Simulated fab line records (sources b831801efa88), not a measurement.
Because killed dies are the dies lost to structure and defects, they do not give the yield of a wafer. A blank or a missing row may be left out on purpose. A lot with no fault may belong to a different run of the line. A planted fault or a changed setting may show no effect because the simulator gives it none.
fab line records	flow sky130
record lots=14	wafers=42	last-day=50
route steps=708 shown VT_ADJUST_LVTN@117 LDD_LDN@299 RES_XHIGH@340 SD_N@358
lots with no fault: from the same line, run without faults
start-h: hours from the record's opening day to when the first of the lot's shown wafers began	wait-h: hours from the lot's prior step to this one	" as in the row above	L1.1+2: a single row standing in for several wafers	- no value, or no start given	* or withheld: withheld	< > ~ a bound
route shown NAME@n: a module of which the file shows steps, and the number in the route of the first	usual: mean and standard deviation over wafers with no fault	same: alike in all rows	chamber/n: place in a boat	sites: the reading at each site	_std_site: standard deviation across them	_edge_site: outer sites' mean less inner sites'	radius-mm: for every site, how far away it sits from the centre of the wafer	mask NAME#n: copy n	behind: the tool/chamber that last shaped the wafer	hold: reason for holding the lot/hours on hold/outcome of the hold	device: which transistor (n, p or np) failed to switch	end of line: tests of these same wafers at the route's end	for a step that has no rows: nothing shown but its recipe	killed: at the first sort, the dies lost to defects and structure; wafer yield is something else	map: shows each die of a wafer: x if killed, . if not, _ if none is there
set.NAME: setting as actually run; set.NAME@STEP: the setting as run at that earlier step	model.NAME: the simulator's own value behind a step, which no gauge read
route steps across a sampled set of lots; one table per step, one row per wafer
services: when a tool's chamber went out of use (start-h, in hours from the record's first day, below 0 if earlier), for how many hours, and the reason
## steps
# step SKY_VT_ADJUST_LVTN_STRIP_20
# recipe chemistry=O2/N2	power-w=1400	pressure-mtorr=1500	platen-temp-c=withheld	o2-flow-sccm=3000	n2-flow-sccm=300	overash-fraction=0.5
# usual drypump-motor-current-A=5.9/0.6	oes-product-au=0.716/0.0048	strip-time-to-endpoint-s=14.17/0.039
lot.wafer	tool	chamber	start-h	wait-h	drypump-motor-current-A	oes-product-au	rf-hours-counter-h	strip-time-to-endpoint-s
L994.1	plasma-asher-02	1	154.26	0.1	5.9	0.711	3	14.10
L994.4	"	0	"	"	6.3	0.723	-	14.17
L994.6	"	1	"	"	5.9	0.723	-	14.13
L995.1	plasma-asher-01	1	162.16	0.1	5.5	0.712	48	14.22
L995.3	"	0	"	"	5.2	0.712	-	14.21
L995.5	"	1	"	"	5.4	0.720	-	14.14
L996.1	plasma-asher-01	1	169.61	0.1	5.5	0.712	49	14.16
L996.2	"	0	"	"	5.2	0.717	49	14.17
L996.4	"	0	"	"	5.2	0.720	-	14.17
L997.4	plasma-asher-02	1	178.41	0.1	5.8	0.706	-	14.16
L997.5	"	1	"	"	5.8	0.718	-	14.16
L997.6	"	0	"	"	6.3	0.708	-	14.16
L998.4	plasma-asher-04	0	185.54	0.1	6.8	0.713	-	14.06
L998.5	"	1	"	"	5.3	0.715	-	14.10
L998.6	"	0	"	"	6.8	0.713	-	14.08
L100.3	plasma-asher-04	1	205.21	0.1	5.3	0.718	-	14.14
L100.4	"	0	"	"	6.8	0.716	-	14.12
L100.5	"	0	"	"	6.8	0.717	-	14.14
L101.1	plasma-asher-02	0	210.11	0.1	6.3	0.719	9	14.19
L101.3	"	1	"	"	5.8	0.720	-	14.23
L101.5	"	0	"	"	6.3	0.704	-	14.20
L102.1	plasma-asher-01	0	213.76	0.1	5.2	0.717	53	14.15
L102.4	"	1	"	"	5.4	0.717	-	14.15
L102.5	"	0	"	"	5.2	0.716	-	14.17
L103.1	plasma-asher-02	0	235.52	0.1	6.3	0.712	11	14.21
L103.2	"	1	"	"	5.9	0.717	11	14.17
L103.4	"	0	"	"	6.3	0.717	-	14.20
L105.1	plasma-asher-04	1	241.16	0.1	5.3	0.724	42	14.26
L105.2	"	0	"	"	6.8	0.708	42	14.21
L105.3	"	0	"	"	6.8	0.718	-	14.21
L107.4	plasma-asher-04	0	254.14	0.1	6.8	0.717	-	14.18
L107.5	"	0	"	"	6.8	0.714	-	14.22
L107.6	"	1	"	"	5.3	0.714	-	14.17
L109.1	plasma-asher-04	1	262.36	0.1	5.3	0.713	45	14.17
L109.3	"	0	"	"	6.8	0.716	-	14.18
L109.4	"	1	"	"	5.3	0.707	-	14.20
L116.1	plasma-asher-04	0	314.96	0.1	6.8	0.713	50	14.20
L116.5	"	0	"	"	6.8	0.716	-	14.17
L116.6	"	1	"	"	5.3	0.717	-	14.18
L117.1	plasma-asher-01	1	324.36	0.1	5.5	0.717	63	14.25
L117.4	"	0	"	"	5.2	0.714	-	14.23
L117.6	"	1	"	"	5.5	0.720	-	14.22
# step SKY_LDD_LDN_IMPLANT_10
# recipe species=As	energy-kev=15	dose-cm2=1.25e+13	tilt-deg=withheld	rotation-deg=203
# usual beam-energy-keV=15.000/0.0046	beam-on-s=10.01/0.22	implant-ion-amu=75/0
lot.wafer	tool	chamber	start-h	wait-h	beam-energy-keV	beam-on-s	implant-ion-amu
L994.1	implanter-01	0	514.77	0.1	14.995	10.05	75
L994.4	"	0	"	"	14.995	9.95	75
L994.6	"	0	"	"	14.996	10.16	75
L995.1	implanter-03	0	531.46	0.1	14.995	10.05	75
L995.3	"	0	"	"	15.001	9.95	75
L995.5	"	0	"	"	15.002	9.78	75
L996.1	implanter-01	0	544.92	0.1	15.007	10.14	75
L996.2	"	0	"	"	15.010	9.72	75
L996.4	"	0	"	"	15.006	10.31	75
L997.4	implanter-01	0	548.79	0.1	14.999	9.99	75
L997.5	"	0	"	"	14.996	10.13	75
L997.6	"	0	"	"	15.001	10.01	75
L998.4	implanter-01	0	558.84	0.1	15.003	10.05	75
L998.5	"	0	"	"	14.997	10.02	75
L998.6	"	0	"	"	15.003	9.96	75
L100.3	implanter-03	0	587.01	0.1	14.998	9.93	75
L100.4	"	0	"	"	15.001	10.18	75
L100.5	"	0	"	"	14.998	10.17	75
L101.1	implanter-03	0	591.72	0.1	14.996	10.03	75
L101.3	"	0	"	"	14.996	9.91	75
L101.5	"	0	"	"	15.002	9.69	75
L102.1	implanter-03	0	594.36	0.1	14.997	9.86	75
L102.4	"	0	"	"	14.998	9.57	75
L102.5	"	0	"	"	14.993	9.85	75
L103.1	implanter-03	0	619.72	0.1	15.009	9.97	75
L103.2	"	0	"	"	14.995	10.16	75
L103.4	"	0	"	"	14.996	9.62	75
L105.1	implanter-01	0	627.51	0.1	15.000	9.83	75
L105.2	"	0	"	"	15.002	10.01	75
L105.3	"	0	"	"	15.004	9.80	75
L107.4	implanter-04	0	637.89	0.1	15.004	10.00	75
L107.5	"	0	"	"	15.005	10.11	75
L107.6	"	0	"	"	15.004	9.99	75
L109.1	implanter-01	0	651.96	0.1	15.000	9.85	75
L109.3	"	0	"	"	14.994	10.05	75
L109.4	"	0	"	"	14.998	10.26	75
L116.1	implanter-03	-	705.26	0.1	-	-	-
L116.5	"	-	"	"	-	-	-
L116.6	"	-	"	"	-	-	-
L117.1	implanter-01	-	714.26	0.1	-	-	-
L117.4	"	-	"	"	-	-	-
L117.6	"	-	"	"	-	-	-
# step SKY_LDD_LDN_TW_MEAS_13
# usual LDD_LDN_TW=1470/9.2
lot.wafer	tool	chamber	start-h	wait-h	LDD_LDN_TW
L994.1	film-metro-01	-	515.17	0.1	1471
L994.4	"	-	"	"	1466
L994.6	"	-	"	"	1469
L995.1	film-metro-02	-	531.86	0.1	1473
L995.3	"	-	"	"	1474
L995.5	"	-	"	"	1475
L996.1	film-metro-03	-	545.32	0.1	1465
L996.2	"	-	"	"	1467
L996.4	"	-	"	"	1471
L997.4	film-metro-01	-	549.15	0.1	1464
L997.5	"	-	"	"	1455
L997.6	"	-	"	"	1461
L998.4	film-metro-02	-	559.20	0.1	1470
L998.5	"	-	"	"	1480
L998.6	"	-	"	"	1476
L100.3	film-metro-02	-	587.38	0.1	1480
L100.4	"	-	"	"	1490
L100.5	"	-	"	"	1478
L101.1	film-metro-03	-	592.12	0.1	1458
L101.3	"	-	"	"	1467
L101.5	"	-	"	"	1460
L102.1	film-metro-02	-	594.76	0.1	1488
L102.4	"	-	"	"	1488
L102.5	"	-	"	"	1494
L103.1	film-metro-02	-	620.12	0.1	1478
L103.2	"	-	"	"	1485
L103.4	"	-	"	"	1481
L105.1	film-metro-03	-	627.91	0.1	1475
L105.2	"	-	"	"	1470
L105.3	"	-	"	"	1469
L107.4	film-metro-03	-	638.24	0.1	1476
L107.5	"	-	"	"	1474
L107.6	"	-	"	"	1466
L109.1	film-metro-02	-	652.39	0.1	1485
L109.3	"	-	"	"	1479
L109.4	"	-	"	"	1487
L116.1	film-metro-02	-	705.66	0.1	1358
L116.5	"	-	"	"	1360
L116.6	"	-	"	"	1361
L117.1	film-metro-02	-	714.66	0.1	1354
L117.4	"	-	"	"	1352
L117.6	"	-	"	"	1358
# step SKY_RES_XHIGH_STRIP_08
# recipe chemistry=O2/N2	power-w=1400	pressure-mtorr=1500	platen-temp-c=withheld	o2-flow-sccm=3000	n2-flow-sccm=300	overash-fraction=0.5
# usual drypump-motor-current-A=5.9/0.59	oes-product-au=0.711/0.0048	strip-time-to-endpoint-s=14.27/0.035
lot.wafer	tool	chamber	start-h	wait-h	drypump-motor-current-A	oes-product-au	rf-hours-counter-h	strip-time-to-endpoint-s
L994.1	plasma-asher-02	0	601.58	0.1	6.3	0.710	45	14.28
L994.4	"	1	"	"	5.9	0.712	-	14.29
L994.6	"	1	"	"	5.9	0.709	-	14.31
L995.1	plasma-asher-03	0	618.67	0.1	5.8	0.709	91	14.30
L995.3	"	0	"	"	5.8	0.714	-	14.34
L995.5	"	0	"	"	5.8	0.713	-	14.30
L996.1	plasma-asher-04	0	632.27	0.1	6.8	0.714	83	14.24
L996.2	"	1	"	"	5.3	0.700	83	14.31
L996.4	"	0	"	"	6.8	0.700	-	14.31
L997.4	plasma-asher-04	0	634.40	0.1	6.8	0.714	-	14.32
L997.5	"	0	"	"	6.8	0.711	-	14.28
L997.6	"	1	"	"	5.3	0.714	-	14.31
L998.4	plasma-asher-04	0	643.96	0.1	6.8	0.706	-	14.24
L998.5	"	0	"	"	6.8	0.718	-	14.28
L998.6	"	1	"	"	5.3	0.721	-	14.25
L100.3	plasma-asher-04	0	673.20	0.1	6.8	0.712	-	14.33
L100.4	"	1	"	"	5.2	0.703	-	14.34
L100.5	"	0	"	"	6.8	0.707	-	14.28
L101.1	plasma-asher-03	0	675.77	0.1	5.8	0.711	97	14.30
L101.3	"	1	"	"	5.3	0.714	-	14.24
L101.5	"	1	"	"	5.3	0.700	-	14.29
L102.1	plasma-asher-04	0	679.07	0.1	6.8	0.708	88	14.27
L102.4	"	0	"	"	6.8	0.718	-	14.25
L102.5	"	0	"	"	6.8	0.711	-	14.28
L103.1	plasma-asher-03	1	704.08	0.1	5.4	0.712	100	14.23
L103.2	"	0	"	"	5.8	0.703	100	14.22
L103.4	"	0	"	"	5.8	0.712	-	14.24
L105.1	plasma-asher-04	1	712.17	0.1	5.3	0.710	92	14.28
L105.2	"	0	"	"	6.8	0.710	92	14.28
L105.3	"	1	"	"	5.3	0.713	-	14.29
L107.4	plasma-asher-03	1	721.22	0.1	5.3	0.710	-	14.26
L107.5	"	0	"	"	5.9	0.713	-	14.28
L107.6	"	1	"	"	5.3	0.701	-	14.24
L109.1	plasma-asher-02	0	736.32	0.1	6.3	0.704	58	14.28
L109.3	"	0	"	"	6.3	0.708	-	14.27
L109.4	"	1	"	"	5.8	0.708	-	14.27
# step SKY_SD_N_RS_MEAS_16
# recipe thk-meas-gauge=four-point-probe
# usual SD_N_RS=68.55/0.1
lot.wafer	tool	chamber	start-h	wait-h	SD_N_RS[ohm/sq]
L994.1	film-metro-04	-	629.02	0.1	68.54
L994.4	"	-	"	"	68.59
L994.6	"	-	"	"	68.73
L995.1	film-metro-03	-	646.47	0.1	68.71
L995.3	"	-	"	"	68.51
L995.5	"	-	"	"	68.74
L996.1	film-metro-01	-	660.02	0.1	68.66
L996.2	"	-	"	"	68.53
L996.4	"	-	"	"	68.30
L997.4	film-metro-03	-	662.41	0.1	68.64
L997.5	"	-	"	"	68.58
L997.6	"	-	"	"	68.61
L998.4	film-metro-04	-	671.88	0.1	68.40
L998.5	"	-	"	"	68.54
L998.6	"	-	"	"	68.54
L100.3	film-metro-01	-	701.70	0.1	68.32
L100.4	"	-	"	"	68.44
L100.5	"	-	"	"	68.52
L101.1	film-metro-01	-	703.22	0.1	68.41
L101.3	"	-	"	"	68.53
L101.5	"	-	"	"	68.41
L102.1	film-metro-03	-	707.12	0.1	68.41
L102.4	"	-	"	"	68.60
L102.5	"	-	"	"	68.38
L103.1	film-metro-04	-	732.02	0.1	68.59
L103.2	"	-	"	"	68.59
L103.4	"	-	"	"	68.57
L105.1	film-metro-01	-	740.42	0.1	68.64
L105.2	"	-	"	"	68.55
L105.3	"	-	"	"	68.66
L107.4	film-metro-01	-	749.13	0.1	68.58
L107.5	"	-	"	"	68.48
L107.6	"	-	"	"	68.68
L109.1	film-metro-03	-	763.57	0.1	68.52
L109.3	"	-	"	"	68.53
L109.4	"	-	"	"	68.60
## services
tool	chamber	start-h	hours	kind
implanter-01	-	201.98	3.2	repair
plasma-asher-02	-	240.18	14.6	pm
implanter-03	-	240.83	5.8	repair
implanter-01	-	311.51	4.2	pm
plasma-asher-02	-	354.59	2.8	pm
implanter-01	-	385.71	2.5	repair
implanter-01	-	399.68	3.1	pm
implanter-03	-	415.68	1.4	repair
plasma-asher-02	-	419.64	7.3	repair
implanter-01	-	442.33	9.2	repair
plasma-asher-02	-	459.94	0.8	repair
implanter-03	-	466.57	2.0	repair
plasma-asher-02	-	468.12	1.2	repair
implanter-03	-	470.46	4.5	pm
plasma-asher-04	-	472.09	0.7	repair
implanter-01	-	501.31	1.6	repair
plasma-asher-02	-	557.85	1.2	repair
implanter-03	-	566.98	8.6	pm
implanter-03	-	577.95	3.3	pm
implanter-01	-	590.90	3.7	repair
plasma-asher-04	-	603.06	2.8	pm
implanter-03	-	635.12	1.1	repair
implanter-03	-	638.51	3.8	pm
implanter-01	-	646.65	4.6	repair
## key
first-sign step=SKY_LDD_LDN_IMPLANT_10	reading=tool-record	direction=missing
effect step=SKY_LDD_LDN_TW_MEAS_13	reading=LDD_LDN_TW	direction=down	sigmas=12	usual=1470	struck=1357
met-at SKY_LDD_LDN_IMPLANT_10
struck-lots L116,L117
later-rows-left-out L116.1,L116.5,L116.6,L117.1,L117.4,L117.6
sort-left-out L116.1,L116.5,L116.6,L117.1,L117.4,L117.6
tester-left-out L116,L117
not-acting-at SKY_VT_ADJUST_LVTN_STRIP_20,SKY_RES_XHIGH_STRIP_08,SKY_SD_N_RS_MEAS_16
onset-between 651.96 705.26
fault kind=skipped-step-whole	tool=implanter-01,implanter-03	chamber=-	onset-h=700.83	steps=SKY_LDD_LDN_IMPLANT_10	scope=struck-lots-only
# tester-left-out: of these lots the tester's yield and bins aren't shown, on N5 and GAA mostly nor the transistor test; their killed dies are dies lost to structure and defects alone, not to doping, threshold or leakage, so they don't give the yield
# sort-left-out: the simulated sort isn't trusted on such a fault, so these wafers' sort isn't shown, and their yield isn't known
# later-rows-left-out: the simulator's readings of these wafers behind a module that went badly wrong aren't trusted and aren't shown, but for the sort
